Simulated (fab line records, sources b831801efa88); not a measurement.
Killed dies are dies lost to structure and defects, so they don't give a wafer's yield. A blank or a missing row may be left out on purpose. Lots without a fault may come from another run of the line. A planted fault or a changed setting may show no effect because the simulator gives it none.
One fault seen from 2 desks | flow sky130 | each desk has only its own numbers; what lay behind them comes last

THE TOOL OWNER'S DESK: litho_track-01
The tool's own readings at SKY_CONTACT_SOFTBAKE_10 (time 90 s): means of the sampled wafers that have a number, for each lot that ran on this tool. A lot is out of limits, marked OUT, if its mean lies more than 4 standard deviations from the usual mean; the brackets give that distance.
Columns: A = heater_power_total_W at SKY_CONTACT_SOFTBAKE_10, usual 57.36 W; B = plate_temp_C at SKY_CONTACT_SOFTBAKE_10, usual 99.99 C
lot  | first seen here | A               | B
L917 | day 31 00:00    | 57.44           | 99.91
L918 | day 31 04:00    | 57.46           | 100.17
L922 | day 32 19:00    | 57.25           | 100.05
L927 | day 34 08:00    | 59.81 (+22) OUT | 103.11 (+24) OUT
L928 | day 34 19:00    | 59.92 (+23) OUT | 103.01 (+23) OUT
This desk's finding: out of limits on L927, L928; first on L927, day 34 08:00 (heater_power_total_W at SKY_CONTACT_SOFTBAKE_10). In limits: L917, L918, L922.

THE METROLOGY DESK
What the gauges read, lot by lot, whatever tool the lot ran on: means of the sampled wafers that have a number. A lot is out of limits, marked OUT, if its mean lies more than 4 standard deviations from the usual mean; the brackets give that distance.
Columns: A = cd_nm at SKY_LI_CONTACT_CD_MEAS_12, usual 169.7 nm
lot  | first seen here | A
L917 | day 29 03:31    | 171.3
L918 | day 29 06:46    | 172.2
L919 | day 29 12:37    | 170.1
L920 | day 29 22:19    | 171.4
L922 | day 30 23:34    | 168.9
L927 | day 32 13:08    | 169.9
L928 | day 33 00:13    | 169.1
L932 | day 33 23:33    | 167.7
L934 | day 34 19:59    | 171.0
L936 | day 35 10:35    | 168.1
L937 | day 35 17:53    | 169.4
L938 | day 35 19:49    | 168.4
L939 | day 36 07:49    | 168.1
This desk's finding: nothing out of limits on any of the 13 lots.

PUT TOGETHER
The tool owner's desk could have raised an alarm at day 34 08:00, on L927, L928.
The metrology desk saw nothing out of limits.
The metrology desk has L927, L928 on record, within its limits.
Of the lots named, all ran SKY_CONTACT_SOFTBAKE_10 on litho_track-01.

WHAT THE SIMULATOR HAD PUT IN
Process parameter drift: litho_track-01, from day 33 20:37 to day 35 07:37, at SKY_CONTACT_SOFTBAKE_10. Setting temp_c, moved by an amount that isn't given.
Lots struck among those shown: L927, L928.
Hours from the fault's start to each desk's first reading out of limits: the tool owner's desk, 11.
